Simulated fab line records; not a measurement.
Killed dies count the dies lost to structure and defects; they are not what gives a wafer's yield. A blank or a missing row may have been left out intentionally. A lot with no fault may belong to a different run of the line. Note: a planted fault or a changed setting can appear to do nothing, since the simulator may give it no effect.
2 desks, one fault / flow sky130 / numbers are kept per desk, each desk with only its own; the story behind them comes last

FOR THE TOOL OWNER'S DESK: litho-track-02
The tool's own readings at SKY_VIA4_DEVELOP_10 (develop time 60 s): means of the sampled wafers that have a number, for each lot that ran on this tool. If a lot's mean is further than 4 standard deviations from the usual mean, the lot is out of limits and carries the mark OUT (the distance appears in the brackets).
Columns: A = resist-line-temp-C at SKY_VIA4_DEVELOP_10, usual 23.00 C
lot=L873; first seen here=day 44 23:50; A=22.96
lot=L877; first seen here=day 46 03:04; A=22.91
lot=L880; first seen here=day 46 09:49; A=22.94
lot=L884; first seen here=day 47 01:46; A=23.10
This desk's verdict: no lot among the 4 shows anything out of limits.

AT THE METROLOGY DESK
What the gauges read, lot by lot, whatever tool the lot ran on: means of the sampled wafers that have a number. If a lot's mean is further than 4 standard deviations from the usual mean, the lot is out of limits and carries the mark OUT (the distance appears in the brackets).
Columns: A = VIA4_HDPCVD_THK at SKY_VIA4_THK_MEAS_01, usual 1737 nm; B = VIA4_BOW at SKY_VIA4_BOW_MEAS_03, usual 77 um; C = VIA4_OVL at SKY_VIA4_OVL_MEAS_11, usual 0.4 nm
lot=L868; first seen here=day 41 11:50; A=1745; B=82; C=0.9
lot=L873; first seen here=day 44 01:04; A=1762; B=82; C=-1.1
lot=L877; first seen here=day 45 05:58; A=1732; B=72; C=-1.4
lot=L880; first seen here=day 45 12:01; A=1726; B=77; C=0.6
lot=L884; first seen here=day 46 04:16; A=1758; B=69; C=-0.7
lot=L887; first seen here=day 47 02:27; A=1719; B=73; C=0.9
lot=L888; first seen here=day 47 08:23; A=1747; B=72; C=-1.2
This desk's verdict: no lot among the 7 shows anything out of limits.

TAKEN TOGETHER
The desk of the tool owner found nothing out of limits.
Nothing out of limits was seen by the metrology desk.

WHAT THE SIMULATOR PUT IN
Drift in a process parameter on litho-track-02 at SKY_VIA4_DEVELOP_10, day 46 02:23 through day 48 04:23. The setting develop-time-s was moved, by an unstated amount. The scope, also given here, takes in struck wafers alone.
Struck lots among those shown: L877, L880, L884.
